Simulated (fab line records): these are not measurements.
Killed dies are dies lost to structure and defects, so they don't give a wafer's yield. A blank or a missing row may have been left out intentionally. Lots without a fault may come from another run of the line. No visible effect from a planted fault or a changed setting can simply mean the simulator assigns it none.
Which of the tools did it?    flow sfq line    7 lots with 21 wafers sampled at 2 steps, on a route of 325 steps

WHAT THE GAUGES READ, wafer by wafer
SFQ_I2_OVL_MEAS_918.
lot   measured      on          I2_OVL (nm)
L470  day 35 06:35  overlay-01  -7 -6 -5
L472  day 36 03:52  overlay-01  -1 7 0
L478  day 44 07:24  overlay-01  4 4 7
L481  day 44 19:13  overlay-02  -5 -5 -2
L486  day 45 11:55  overlay-02  1 7 3
L488  day 45 16:41  overlay-02  -1 3 -2
L490  day 45 20:17  overlay-01  2 -4 -12

WHICH TOOL RAN EACH LOT (tool, then ch and the chambers of the sampled wafers, then the start)
lot   SFQ_TRILAYER_I1_VIA_STRIP_STRIP_053
L470  rie metal-01 ch 0,1, day 29 01:07
L472  rie metal-04 ch 0,1, day 30 01:08
L478  rie metal-04 ch 0,1, day 32 13:01
L481  rie metal-04 ch 0,1, day 32 18:49
L486  rie metal-01 ch 0,1, day 33 05:07
L488  rie metal-04 ch 0,1, day 33 08:31
L490  rie metal-04 ch 0,1, day 33 13:19
- SFQ_TRILAYER_I1_VIA_STRIP_STRIP_053: strips in O2.

THE ANSWER, worked out from the rows above alone
Rule: usual is defined by the lots themselves. Put in order of their means at a reading, lots are off if they are a third of the lots or fewer, leave a main group of 4 or more, and stand apart from it by a gap of 3 or more times the standard deviation of the main group's means; of several such gaps the widest counts. If all means in a main group match to the digits the tables above print for the reading, that group is not used. Also off: a lot with no number at a reading for which 4 or more lots have one. Any other lot the step has rows for is counted as sound.
No lot is off at any reading shown: from this, nothing can be told.

WHAT THE SIMULATOR HAD PUT IN
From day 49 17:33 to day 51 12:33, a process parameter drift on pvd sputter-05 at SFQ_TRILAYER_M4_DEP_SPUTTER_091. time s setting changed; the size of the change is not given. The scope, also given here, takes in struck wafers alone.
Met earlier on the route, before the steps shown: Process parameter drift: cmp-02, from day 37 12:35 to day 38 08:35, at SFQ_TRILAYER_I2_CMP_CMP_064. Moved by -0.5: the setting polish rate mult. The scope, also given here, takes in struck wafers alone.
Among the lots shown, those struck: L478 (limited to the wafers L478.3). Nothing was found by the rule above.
